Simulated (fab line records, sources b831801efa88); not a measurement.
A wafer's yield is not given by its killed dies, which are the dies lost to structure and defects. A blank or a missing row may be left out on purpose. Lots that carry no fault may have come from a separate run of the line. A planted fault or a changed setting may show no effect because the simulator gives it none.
fab line records / flow sky130
[record] lots = 7 wafers = 21 last-day = 50
route steps=708 shown CONTACT@406
lots that met no fault: taken from a fault-free run of the same line
start-h: hours from the record's opening day to when the first of the lot's shown wafers began / wait-h: hours from the lot's prior step to this one / " same as the row above / L1.1+2: a row that stands for several wafers / - no value present, or no start provided / * or withheld: withheld / < > ~ a bound
route shown NAME@n: names a module that has steps shown in the file, with the first one's number in the route / usual: mean/standard deviation of fault-free wafers / same: alike in all rows / chamber/n: place in a boat / sites: per-site readings / _std_site: their standard deviation / _edge_site: outer sites' mean less inner sites' / radius-mm: for every site, how far away it sits from the centre of the wafer / mask NAME#n: copy n / behind: the tool/chamber that last shaped the wafer / hold: the reason the lot was held/the length of the hold in hours/how it ended / device: the n, p or np transistor that did not switch / end of line: tests run on the same wafers once the route is complete / where a step has no rows: the recipe by itself / killed: at the first sort, the dies lost to defects and structure; wafer yield is something else / map: a wafer's dies, x killed, . not, _ none there
set.NAME: the setting that was run; set.NAME@STEP: the one run at that earlier step / model.NAME: the simulator's own value behind a step, which no gauge read
lots at some steps of the route; a table a step, a row a wafer
services: the hour from which a tool's chamber was out of use, counted from the record's first day as start-h (under 0 if before that day), plus the number of hours and why
[[steps]]
[step SKY_CONTACT_CVD_00]
[recipe] material = Si3N4 target-thk-nm = 75 temp-c = 400 time-s = withheld rf-w = 450
[usual] heater-power-w = 755/98
lot.wafer=L498.1 tool=pecvd-03 chamber=0 start-h=767.10 wait-h=0.0 heater-power-w=809
lot.wafer=L498.4 tool=pecvd-03 chamber=1 start-h=767.10 wait-h=0.0 heater-power-w=820
lot.wafer=L498.5 tool=pecvd-03 chamber=2 start-h=767.10 wait-h=0.0 heater-power-w=775
lot.wafer=L499.2 tool=pecvd-02 chamber=0 start-h=772.35 wait-h=0.0 heater-power-w=749
lot.wafer=L499.3 tool=pecvd-02 chamber=2 start-h=772.35 wait-h=0.0 heater-power-w=535
lot.wafer=L499.4 tool=pecvd-02 chamber=0 start-h=772.35 wait-h=0.0 heater-power-w=732
lot.wafer=L501.1 tool=pecvd-03 chamber=2 start-h=787.44 wait-h=0.0 heater-power-w=908
lot.wafer=L501.2 tool=pecvd-03 chamber=1 start-h=787.44 wait-h=0.0 heater-power-w=836
lot.wafer=L501.3 tool=pecvd-03 chamber=0 start-h=787.44 wait-h=0.0 heater-power-w=716
lot.wafer=L500.3 tool=pecvd-02 chamber=0 start-h=788.47 wait-h=0.0 heater-power-w=707
lot.wafer=L500.5 tool=pecvd-02 chamber=0 start-h=788.47 wait-h=0.0 heater-power-w=736
lot.wafer=L500.6 tool=pecvd-02 chamber=2 start-h=788.47 wait-h=0.0 heater-power-w=675
lot.wafer=L504.1 tool=pecvd-02 chamber=2 start-h=837.08 wait-h=0.0 heater-power-w=552
lot.wafer=L504.2 tool=pecvd-02 chamber=1 start-h=837.08 wait-h=0.0 heater-power-w=702
lot.wafer=L504.4 tool=pecvd-02 chamber=2 start-h=837.08 wait-h=0.0 heater-power-w=557
lot.wafer=L507.3 tool=pecvd-02 chamber=0 start-h=847.09 wait-h=0.0 heater-power-w=814
lot.wafer=L507.5 tool=pecvd-02 chamber=1 start-h=847.09 wait-h=0.0 heater-power-w=754
lot.wafer=L507.6 tool=pecvd-02 chamber=0 start-h=847.09 wait-h=0.0 heater-power-w=794
lot.wafer=L511.1 tool=pecvd-04 chamber=1 start-h=861.76 wait-h=0.0 heater-power-w=692
lot.wafer=L511.2 tool=pecvd-04 chamber=0 start-h=861.76 wait-h=0.0 heater-power-w=577
lot.wafer=L511.3 tool=pecvd-04 chamber=2 start-h=861.76 wait-h=0.0 heater-power-w=705
[step SKY_CONTACT_THK_MEAS_01]
[recipe] reads = Si3N4_of_CONTACT_CVD_00
[usual] CONTACT_CVD_00_THK = 75.2/1
lot.wafer=L498.1 tool=film-metro-02 chamber=- start-h=767.14 wait-h=- CONTACT_CVD_00_THK[nm]=74.6
lot.wafer=L498.4 tool=film-metro-02 chamber=- start-h=767.14 wait-h=- CONTACT_CVD_00_THK[nm]=75.9
lot.wafer=L498.5 tool=film-metro-02 chamber=- start-h=767.14 wait-h=- CONTACT_CVD_00_THK[nm]=75.6
lot.wafer=L499.2 tool=film-metro-01 chamber=- start-h=772.41 wait-h=- CONTACT_CVD_00_THK[nm]=74.2
lot.wafer=L499.3 tool=film-metro-01 chamber=- start-h=772.41 wait-h=- CONTACT_CVD_00_THK[nm]=75.2
lot.wafer=L499.4 tool=film-metro-01 chamber=- start-h=772.41 wait-h=- CONTACT_CVD_00_THK[nm]=75.4
lot.wafer=L501.1 tool=film-metro-02 chamber=- start-h=787.48 wait-h=- CONTACT_CVD_00_THK[nm]=72.6
lot.wafer=L501.2 tool=film-metro-02 chamber=- start-h=787.48 wait-h=- CONTACT_CVD_00_THK[nm]=74.1
lot.wafer=L501.3 tool=film-metro-02 chamber=- start-h=787.48 wait-h=- CONTACT_CVD_00_THK[nm]=73.0
lot.wafer=L500.3 tool=film-metro-03 chamber=- start-h=788.53 wait-h=- CONTACT_CVD_00_THK[nm]=76.8
lot.wafer=L500.5 tool=film-metro-03 chamber=- start-h=788.53 wait-h=- CONTACT_CVD_00_THK[nm]=76.1
lot.wafer=L500.6 tool=film-metro-03 chamber=- start-h=788.53 wait-h=- CONTACT_CVD_00_THK[nm]=76.0
lot.wafer=L504.1 tool=film-metro-01 chamber=- start-h=837.11 wait-h=- CONTACT_CVD_00_THK[nm]=74.5
lot.wafer=L504.2 tool=film-metro-01 chamber=- start-h=837.11 wait-h=- CONTACT_CVD_00_THK[nm]=74.9
lot.wafer=L504.4 tool=film-metro-01 chamber=- start-h=837.11 wait-h=- CONTACT_CVD_00_THK[nm]=74.8
lot.wafer=L507.3 tool=film-metro-01 chamber=- start-h=847.14 wait-h=- CONTACT_CVD_00_THK[nm]=75.9
lot.wafer=L507.5 tool=film-metro-01 chamber=- start-h=847.14 wait-h=- CONTACT_CVD_00_THK[nm]=76.4
lot.wafer=L507.6 tool=film-metro-01 chamber=- start-h=847.14 wait-h=- CONTACT_CVD_00_THK[nm]=76.0
lot.wafer=L511.1 tool=film-metro-01 chamber=- start-h=861.79 wait-h=- CONTACT_CVD_00_THK[nm]=74.0
lot.wafer=L511.2 tool=film-metro-01 chamber=- start-h=861.79 wait-h=- CONTACT_CVD_00_THK[nm]=74.4
lot.wafer=L511.3 tool=film-metro-01 chamber=- start-h=861.79 wait-h=- CONTACT_CVD_00_THK[nm]=74.1
[step SKY_CONTACT_HDPCVD_02]
[recipe] material = SiO2 target-thk-nm = 565 sigma-open-frac = 0.3 time-s = 94.2 temp-c = 600 sih4-flow-sccm = 60 pressure-mtorr = 6
[step SKY_CONTACT_THK_MEAS_03]
[recipe] reads = SiO2_of_CONTACT_HDPCVD_02
[usual] CONTACT_HDPCVD_THK = 566/4.8
lot.wafer=L498.1 tool=film-metro-01 chamber=- start-h=767.27 wait-h=0.0 CONTACT_HDPCVD_THK[nm]=566
lot.wafer=L498.4 tool=film-metro-01 chamber=- start-h=767.27 wait-h=0.0 CONTACT_HDPCVD_THK[nm]=574
lot.wafer=L498.5 tool=film-metro-01 chamber=- start-h=767.27 wait-h=0.0 CONTACT_HDPCVD_THK[nm]=574
lot.wafer=L499.2 tool=film-metro-02 chamber=- start-h=772.54 wait-h=0.0 CONTACT_HDPCVD_THK[nm]=562
lot.wafer=L499.3 tool=film-metro-02 chamber=- start-h=772.54 wait-h=0.0 CONTACT_HDPCVD_THK[nm]=572
lot.wafer=L499.4 tool=film-metro-02 chamber=- start-h=772.54 wait-h=0.0 CONTACT_HDPCVD_THK[nm]=567
lot.wafer=L501.1 tool=film-metro-01 chamber=- start-h=787.61 wait-h=0.0 CONTACT_HDPCVD_THK[nm]=567
lot.wafer=L501.2 tool=film-metro-01 chamber=- start-h=787.61 wait-h=0.0 CONTACT_HDPCVD_THK[nm]=566
lot.wafer=L501.3 tool=film-metro-01 chamber=- start-h=787.61 wait-h=0.0 CONTACT_HDPCVD_THK[nm]=567
lot.wafer=L500.3 tool=film-metro-01 chamber=- start-h=788.66 wait-h=0.1 CONTACT_HDPCVD_THK[nm]=573
lot.wafer=L500.5 tool=film-metro-01 chamber=- start-h=788.66 wait-h=0.1 CONTACT_HDPCVD_THK[nm]=570
lot.wafer=L500.6 tool=film-metro-01 chamber=- start-h=788.66 wait-h=0.1 CONTACT_HDPCVD_THK[nm]=570
lot.wafer=L504.1 tool=film-metro-03 chamber=- start-h=837.24 wait-h=0.0 CONTACT_HDPCVD_THK[nm]=565
lot.wafer=L504.2 tool=film-metro-03 chamber=- start-h=837.24 wait-h=0.0 CONTACT_HDPCVD_THK[nm]=568
lot.wafer=L504.4 tool=film-metro-03 chamber=- start-h=837.24 wait-h=0.0 CONTACT_HDPCVD_THK[nm]=565
lot.wafer=L507.3 tool=film-metro-02 chamber=- start-h=847.27 wait-h=0.1 CONTACT_HDPCVD_THK[nm]=561
lot.wafer=L507.5 tool=film-metro-02 chamber=- start-h=847.27 wait-h=0.1 CONTACT_HDPCVD_THK[nm]=565
lot.wafer=L507.6 tool=film-metro-02 chamber=- start-h=847.27 wait-h=0.1 CONTACT_HDPCVD_THK[nm]=559
lot.wafer=L511.1 tool=film-metro-02 chamber=- start-h=861.92 wait-h=0.0 CONTACT_HDPCVD_THK[nm]=559
lot.wafer=L511.2 tool=film-metro-02 chamber=- start-h=861.92 wait-h=0.0 CONTACT_HDPCVD_THK[nm]=560
lot.wafer=L511.3 tool=film-metro-02 chamber=- start-h=861.92 wait-h=0.0 CONTACT_HDPCVD_THK[nm]=561
[step SKY_CONTACT_CMP_04]
[recipe] material = SiO2 down-force-psi = 4 platen-rpm = 60 pad-velocity-m-s = 0.94248
[usual] motor-current-A = 12.7/0.87 retaining-ring-pressure-frac = 1.000/0.0048 slurry-flow-ml-min = 150.0/0.47 time-to-endpoint-s = 84/3.9
lot.wafer=L498.1 tool=cmp-01 chamber=3 start-h=767.33 wait-h=0.1 motor-current-A=13.9 retaining-ring-pressure-frac=0.997 slurry-flow-ml-min=149.9 time-to-endpoint-s=86
lot.wafer=L498.4 tool=cmp-01 chamber=1 start-h=767.33 wait-h=0.1 motor-current-A=12.7 retaining-ring-pressure-frac=1.008 slurry-flow-ml-min=150.5 time-to-endpoint-s=91
lot.wafer=L498.5 tool=cmp-01 chamber=0 start-h=767.33 wait-h=0.1 motor-current-A=12.7 retaining-ring-pressure-frac=1.003 slurry-flow-ml-min=150.0 time-to-endpoint-s=86
lot.wafer=L499.2 tool=cmp-02 chamber=3 start-h=772.59 wait-h=0.0 motor-current-A=12.0 retaining-ring-pressure-frac=1.006 slurry-flow-ml-min=150.4 time-to-endpoint-s=84
lot.wafer=L499.3 tool=cmp-02 chamber=0 start-h=772.59 wait-h=0.0 motor-current-A=11.8 retaining-ring-pressure-frac=0.997 slurry-flow-ml-min=151.0 time-to-endpoint-s=88
lot.wafer=L499.4 tool=cmp-02 chamber=2 start-h=772.59 wait-h=0.0 motor-current-A=12.3 retaining-ring-pressure-frac=1.001 slurry-flow-ml-min=150.4 time-to-endpoint-s=84
lot.wafer=L501.2 tool=cmp-02 chamber=0 start-h=787.72 wait-h=0.1 motor-current-A=12.4 retaining-ring-pressure-frac=1.002 slurry-flow-ml-min=149.4 time-to-endpoint-s=87
lot.wafer=L501.3 tool=cmp-02 chamber=1 start-h=787.72 wait-h=0.1 motor-current-A=12.9 retaining-ring-pressure-frac=0.995 slurry-flow-ml-min=150.5 time-to-endpoint-s=81
lot.wafer=L501.1 tool=cmp-02 chamber=2 start-h=787.72 wait-h=0.1 motor-current-A=12.6 retaining-ring-pressure-frac=1.003 slurry-flow-ml-min=150.2 time-to-endpoint-s=82
lot.wafer=L500.3 tool=cmp-01 chamber=0 start-h=788.85 wait-h=0.2 motor-current-A=13.2 retaining-ring-pressure-frac=0.994 slurry-flow-ml-min=150.2 time-to-endpoint-s=87
lot.wafer=L500.5 tool=cmp-01 chamber=1 start-h=788.85 wait-h=0.2 motor-current-A=13.2 retaining-ring-pressure-frac=0.998 slurry-flow-ml-min=149.7 time-to-endpoint-s=95
lot.wafer=L500.6 tool=cmp-01 chamber=2 start-h=788.85 wait-h=0.2 motor-current-A=12.2 retaining-ring-pressure-frac=1.000 slurry-flow-ml-min=149.8 time-to-endpoint-s=83
lot.wafer=L504.1 tool=cmp-01 chamber=2 start-h=837.30 wait-h=0.1 motor-current-A=11.8 retaining-ring-pressure-frac=1.004 slurry-flow-ml-min=150.2 time-to-endpoint-s=84
lot.wafer=L504.4 tool=cmp-01 chamber=3 start-h=837.30 wait-h=0.1 motor-current-A=14.1 retaining-ring-pressure-frac=0.994 slurry-flow-ml-min=149.4 time-to-endpoint-s=86
lot.wafer=L504.2 tool=cmp-01 chamber=1 start-h=837.30 wait-h=0.1 motor-current-A=12.8 retaining-ring-pressure-frac=1.002 slurry-flow-ml-min=150.0 time-to-endpoint-s=92
lot.wafer=L507.3 tool=cmp-02 chamber=1 start-h=847.31 wait-h=0.0 motor-current-A=14.1 retaining-ring-pressure-frac=1.002 slurry-flow-ml-min=150.1 time-to-endpoint-s=81
lot.wafer=L507.6 tool=cmp-02 chamber=1 start-h=847.31 wait-h=0.0 motor-current-A=13.3 retaining-ring-pressure-frac=1.006 slurry-flow-ml-min=150.3 time-to-endpoint-s=80
lot.wafer=L507.5 tool=cmp-02 chamber=2 start-h=847.31 wait-h=0.0 motor-current-A=12.5 retaining-ring-pressure-frac=1.005 slurry-flow-ml-min=149.8 time-to-endpoint-s=82
lot.wafer=L511.3 tool=cmp-02 chamber=2 start-h=861.98 wait-h=0.0 motor-current-A=12.0 retaining-ring-pressure-frac=1.002 slurry-flow-ml-min=149.9 time-to-endpoint-s=81
lot.wafer=L511.2 tool=cmp-02 chamber=0 start-h=861.98 wait-h=0.0 motor-current-A=12.3 retaining-ring-pressure-frac=0.991 slurry-flow-ml-min=149.6 time-to-endpoint-s=86
lot.wafer=L511.1 tool=cmp-02 chamber=1 start-h=861.98 wait-h=0.0 motor-current-A=13.8 retaining-ring-pressure-frac=0.995 slurry-flow-ml-min=150.2 time-to-endpoint-s=81
[step SKY_CONTACT_BOW_MEAS_05]
[recipe] mode = bow
[usual] CONTACT_BOW = 80/7.6
lot.wafer=L498.1 tool=film-metro-02 chamber=- start-h=767.63 wait-h=0.2 CONTACT_BOW[um]=83
lot.wafer=L498.4 tool=film-metro-02 chamber=- start-h=767.63 wait-h=0.2 CONTACT_BOW[um]=78
lot.wafer=L498.5 tool=film-metro-02 chamber=- start-h=767.63 wait-h=0.2 CONTACT_BOW[um]=83
lot.wafer=L499.2 tool=film-metro-02 chamber=- start-h=772.91 wait-h=0.3 CONTACT_BOW[um]=74
lot.wafer=L499.3 tool=film-metro-02 chamber=- start-h=772.91 wait-h=0.3 CONTACT_BOW[um]=63
lot.wafer=L499.4 tool=film-metro-02 chamber=- start-h=772.91 wait-h=0.3 CONTACT_BOW[um]=70
lot.wafer=L501.1 tool=film-metro-01 chamber=- start-h=787.97 wait-h=0.1 CONTACT_BOW[um]=83
lot.wafer=L501.2 tool=film-metro-01 chamber=- start-h=787.97 wait-h=0.1 CONTACT_BOW[um]=90
lot.wafer=L501.3 tool=film-metro-01 chamber=- start-h=787.97 wait-h=0.1 CONTACT_BOW[um]=82
lot.wafer=L500.3 tool=film-metro-03 chamber=- start-h=789.04 wait-h=0.1 CONTACT_BOW[um]=87
lot.wafer=L500.5 tool=film-metro-03 chamber=- start-h=789.04 wait-h=0.1 CONTACT_BOW[um]=94
lot.wafer=L500.6 tool=film-metro-03 chamber=- start-h=789.04 wait-h=0.1 CONTACT_BOW[um]=87
lot.wafer=L504.1 tool=film-metro-02 chamber=- start-h=837.60 wait-h=0.2 CONTACT_BOW[um]=83
lot.wafer=L504.2 tool=film-metro-02 chamber=- start-h=837.60 wait-h=0.2 CONTACT_BOW[um]=83
lot.wafer=L504.4 tool=film-metro-02 chamber=- start-h=837.60 wait-h=0.2 CONTACT_BOW[um]=86
lot.wafer=L507.3 tool=film-metro-02 chamber=- start-h=847.65 wait-h=0.3 CONTACT_BOW[um]=87
lot.wafer=L507.5 tool=film-metro-02 chamber=- start-h=847.65 wait-h=0.3 CONTACT_BOW[um]=67
lot.wafer=L507.6 tool=film-metro-02 chamber=- start-h=847.65 wait-h=0.3 CONTACT_BOW[um]=73
lot.wafer=L511.1 tool=film-metro-02 chamber=- start-h=862.28 wait-h=0.1 CONTACT_BOW[um]=65
lot.wafer=L511.2 tool=film-metro-02 chamber=- start-h=862.28 wait-h=0.1 CONTACT_BOW[um]=86
lot.wafer=L511.3 tool=film-metro-02 chamber=- start-h=862.28 wait-h=0.1 CONTACT_BOW[um]=82
[step SKY_CONTACT_DEHYDRATE_06]
[recipe] temp-c = 200 time-s = 60
[step SKY_CONTACT_HMDS_07]
[recipe] prime-time-s = 60 prime-temp-c = 120
[step SKY_CONTACT_COAT_08]
[recipe] resist = BARC temp-c = withheld time-s = withheld spin-rpm = 3000 resist-thk-nm = 60
[step SKY_CONTACT_COAT_09]
[recipe] resist = KrF-thick spin-rpm = 3000 resist-thk-nm = 450
[step SKY_CONTACT_SOFTBAKE_10]
[recipe] temp-c = 100 time-s = 90 resist = KrF-thick
[step SKY_CONTACT_EXPOSE_11]
[recipe] mask-id = CTM1 na = 0.8 source-shape = annular sigma-inner = 0.55 sigma-outer = 0.85 target-cd-nm = 170 dose-mj = 38
[step SKY_CONTACT_PEB_12]
[recipe] peb-temp-c = withheld peb-time-s = withheld resist = KrF-thick
[usual] chill-plate-temp-C = * exhaust-pa = 44.8/0.87
lot.wafer=L498.1 tool=litho-track-01 chamber=0 start-h=794 wait-h=- chill-plate-temp-C=* exhaust-pa=43.2
lot.wafer=L498.4 tool=litho-track-01 chamber=0 start-h=794 wait-h=- chill-plate-temp-C=* exhaust-pa=42.7
lot.wafer=L498.5 tool=litho-track-01 chamber=0 start-h=794 wait-h=- chill-plate-temp-C=* exhaust-pa=44.1
lot.wafer=L499.2 tool=litho-track-01 chamber=- start-h=799 wait-h=- chill-plate-temp-C=- exhaust-pa=-
lot.wafer=L499.3 tool=litho-track-01 chamber=- start-h=799 wait-h=- chill-plate-temp-C=- exhaust-pa=-
lot.wafer=L499.4 tool=litho-track-01 chamber=- start-h=799 wait-h=- chill-plate-temp-C=- exhaust-pa=-
lot.wafer=L501.1 tool=litho-track-02 chamber=- start-h=815 wait-h=- chill-plate-temp-C=- exhaust-pa=-
lot.wafer=L501.2 tool=litho-track-02 chamber=- start-h=815 wait-h=- chill-plate-temp-C=- exhaust-pa=-
lot.wafer=L501.3 tool=litho-track-02 chamber=- start-h=815 wait-h=- chill-plate-temp-C=- exhaust-pa=-
lot.wafer=L500.3 tool=litho-track-01 chamber=- start-h=815 wait-h=- chill-plate-temp-C=- exhaust-pa=-
lot.wafer=L500.5 tool=litho-track-01 chamber=- start-h=815 wait-h=- chill-plate-temp-C=- exhaust-pa=-
lot.wafer=L500.6 tool=litho-track-01 chamber=- start-h=815 wait-h=- chill-plate-temp-C=- exhaust-pa=-
lot.wafer=L504.1 tool=litho-track-02 chamber=0 start-h=863 wait-h=- chill-plate-temp-C=* exhaust-pa=46.4
lot.wafer=L504.2 tool=litho-track-02 chamber=0 start-h=863 wait-h=- chill-plate-temp-C=* exhaust-pa=44.3
lot.wafer=L504.4 tool=litho-track-02 chamber=0 start-h=863 wait-h=- chill-plate-temp-C=* exhaust-pa=45.6
lot.wafer=L507.3 tool=litho-track-01 chamber=0 start-h=873 wait-h=- chill-plate-temp-C=* exhaust-pa=45.8
lot.wafer=L507.5 tool=litho-track-01 chamber=0 start-h=873 wait-h=- chill-plate-temp-C=* exhaust-pa=44.3
lot.wafer=L507.6 tool=litho-track-01 chamber=0 start-h=873 wait-h=- chill-plate-temp-C=* exhaust-pa=45.2
lot.wafer=L511.1 tool=litho-track-03 chamber=0 start-h=887 wait-h=- chill-plate-temp-C=* exhaust-pa=45.1
lot.wafer=L511.2 tool=litho-track-03 chamber=0 start-h=887 wait-h=- chill-plate-temp-C=* exhaust-pa=44.0
lot.wafer=L511.3 tool=litho-track-03 chamber=0 start-h=887 wait-h=- chill-plate-temp-C=* exhaust-pa=45.0
[step SKY_CONTACT_DEVELOP_13]
[recipe] develop-time-s = 60 resist = KrF-thick dev-temp-c = 21
[[services]]
tool=cmp-02 chamber=- start-h=744.00 hours=4.0 kind=pm
tool=pecvd-03 chamber=1 start-h=747.99 hours=3.8 kind=repair
tool=cmp-02 chamber=- start-h=748.00 hours=- kind=consumable-replace:conditioner
tool=cmp-02 chamber=- start-h=748.00 hours=- kind=consumable-replace:pad
tool=cmp-02 chamber=- start-h=754.85 hours=0.9 kind=repair
tool=pecvd-04 chamber=0 start-h=755.35 hours=10.1 kind=repair
tool=pecvd-02 chamber=1 start-h=771.53 hours=29.7 kind=repair
tool=pecvd-02 chamber=0 start-h=777.23 hours=5.5 kind=scheduled-down
tool=pecvd-02 chamber=2 start-h=788.53 hours=2.1 kind=scheduled-down
tool=pecvd-03 chamber=1 start-h=797.95 hours=2.1 kind=scheduled-down
tool=pecvd-04 chamber=- start-h=806.55 hours=0.7 kind=repair
tool=pecvd-04 chamber=0 start-h=813.81 hours=2.1 kind=scheduled-down
tool=pecvd-04 chamber=1 start-h=818.12 hours=- kind=clean
tool=pecvd-04 chamber=1 start-h=818.12 hours=- kind=consumable-replace:showerhead
tool=pecvd-04 chamber=1 start-h=818.12 hours=29.0 kind=scheduled-down
tool=pecvd-04 chamber=1 start-h=818.12 hours=29.0 kind=vent-cycle
tool=cmp-02 chamber=- start-h=845.56 hours=1.7 kind=repair
tool=cmp-01 chamber=- start-h=863.16 hours=3.6 kind=pm
tool=pecvd-04 chamber=2 start-h=865.93 hours=12.3 kind=repair
tool=pecvd-02 chamber=1 start-h=872.74 hours=2.1 kind=scheduled-down
tool=cmp-02 chamber=- start-h=873.21 hours=6.1 kind=pm
tool=cmp-01 chamber=- start-h=879.30 hours=8.8 kind=pm
tool=pecvd-02 chamber=0 start-h=880.23 hours=7.7 kind=repair
[[key]]
[first-sign] step = SKY_CONTACT_PEB_12 reading = tool-record direction = missing
effect none on later readings
met-at SKY_CONTACT_PEB_12
struck-wafers L499.2,L499.3,L499.4,L500.3,L500.5,L500.6,L501.1,L501.2,L501.3
later-rows-left-out L499.2,L499.3,L499.4,L500.3,L500.5,L500.6,L501.1,L501.2,L501.3
sort-left-out L499.2,L499.3,L499.4,L500.3,L500.5,L500.6,L501.1,L501.2,L501.3
tester-left-out L499,L500,L501
onset-between 794 799
[fault] kind = skipped-step-whole tool = litho-track-01,litho-track-02 chamber = - onset-h = 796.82 steps = SKY_CONTACT_PEB_12 scope = struck-lots-only
// tester-left-out: of these lots the tester's yield and bins aren't shown, on N5 and GAA mostly nor the transistor test; their killed dies are dies lost to structure and defects alone, not to doping, threshold or leakage, so they don't give the yield
// sort-left-out: the simulated sort isn't trusted on such a fault, so these wafers' sort isn't shown, and their yield isn't known
// later-rows-left-out: the simulator's readings of these wafers behind a module that went badly wrong aren't trusted and aren't shown, but for the sort
